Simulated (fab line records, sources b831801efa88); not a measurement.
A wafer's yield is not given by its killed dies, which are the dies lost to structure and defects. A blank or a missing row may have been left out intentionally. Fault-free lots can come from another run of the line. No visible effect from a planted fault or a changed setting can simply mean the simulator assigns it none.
Chamber matching + flow gf180mcu + GF_V1_CMP_04 on cmp-01: 4 sister chambers
The step polishes SiO2. 16 wafers are shown with their chamber, then 8 later ones without.

## WAFERS, EACH WITH ITS CHAMBER
| wafer  | chamber | motor_current_A (A) | time_to_endpoint_s (s) | edge_zone_pressure_frac |
|--------|---------|---------------------|------------------------|-------------------------|
| L617.2 | 2       | 12.6                | 76                     | 1.011                   |
| L617.5 | 1       | 12.2                | 79                     | 1.000                   |
| L617.6 | 2       | 12.9                | 80                     | 1.001                   |
| L619.1 | 0       | 12.0                | 70                     | 1.009                   |
| L619.3 | 1       | 12.8                | 71                     | 1.000                   |
| L619.5 | 3       | 10.4                | 72                     | 0.991                   |
| L620.1 | 2       | 12.7                | 68                     | 1.007                   |
| L620.5 | 0       | 12.0                | 80                     | 0.998                   |
| L620.6 | 3       | 10.7                | 70                     | 0.997                   |
| L622.1 | 3       | 11.0                | 71                     | 0.994                   |
| L622.5 | 0       | 12.3                | 76                     | 0.994                   |
| L622.6 | 3       | 11.0                | 77                     | 0.996                   |
| L624.1 | 3       | 10.6                | 72                     | 1.006                   |
| L624.4 | 0       | 11.8                | 80                     | 1.004                   |
| L624.6 | 2       | 12.8                | 78                     | 0.991                   |
| L632.4 | 0       | 11.7                | 86                     | 1.006                   |

SIGNATURES, as means of the wafers listed above
| reading                 | chamber 0 | chamber 1 | chamber 2 | chamber 3 | scatter within a chamber |
|-------------------------|-----------|-----------|-----------|-----------|--------------------------|
| motor_current_A         | 11.960    | 12.500    | 12.750    | 10.740    | 0.244                    |
| time_to_endpoint_s      | 78.40     | 75.00     | 75.50     | 72.40     | 4.86                     |
| edge_zone_pressure_frac | 1.00220   | 1.00000   | 1.00250   | 0.99680   | 0.00647                  |
Rule: a wafer lies at a distance from a chamber equal to the root of the sum of squares, over the readings, of (its reading less the chamber's mean, divided by the reading's scatter). If the next closest chamber is less than 2 further off than the closest, the wafer can't be placed; otherwise it belongs to the closest. The scatter: take each reading less its chamber's mean, square it, sum over the shown wafers, divide by the number of wafers less the number of chambers, and take the root.

## WAFERS WITH NO CHAMBER GIVEN
| wafer  | motor_current_A (A) | time_to_endpoint_s (s) | edge_zone_pressure_frac |
|--------|---------------------|------------------------|-------------------------|
| L632.5 | 12.2                | 81                     | 1.004                   |
| L632.6 | 13.0                | 88                     | 1.010                   |
| L633.2 | 12.7                | 76                     | 1.000                   |
| L633.5 | 12.5                | 82                     | 1.003                   |
| L633.6 | 11.4                | 77                     | 1.002                   |
| L634.3 | 12.9                | 80                     | 0.993                   |
| L634.4 | 10.4                | 79                     | 1.000                   |
| L634.5 | 13.0                | 82                     | 0.996                   |

## WHICH CHAMBER EACH ONE RAN IN
| wafer  | from the rows above          | in truth |
|--------|------------------------------|----------|
| L632.5 | can't be placed: 0 or 1 or 2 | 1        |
| L632.6 | can't be placed: 2 or 1 or 0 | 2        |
| L633.2 | can't be placed: 2 or 1      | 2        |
| L633.5 | can't be placed: 1 or 2 or 0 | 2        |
| L633.6 | can't be placed: 0 or 3      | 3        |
| L634.3 | can't be placed: 2 or 1      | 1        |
| L634.4 | 3                            | 3        |
| L634.5 | can't be placed: 2 or 1      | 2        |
Placed correctly: 1 of 8. From these rows, 7 cannot be placed; in 7 the true chamber is one of the candidates. Wrongly placed: 0.
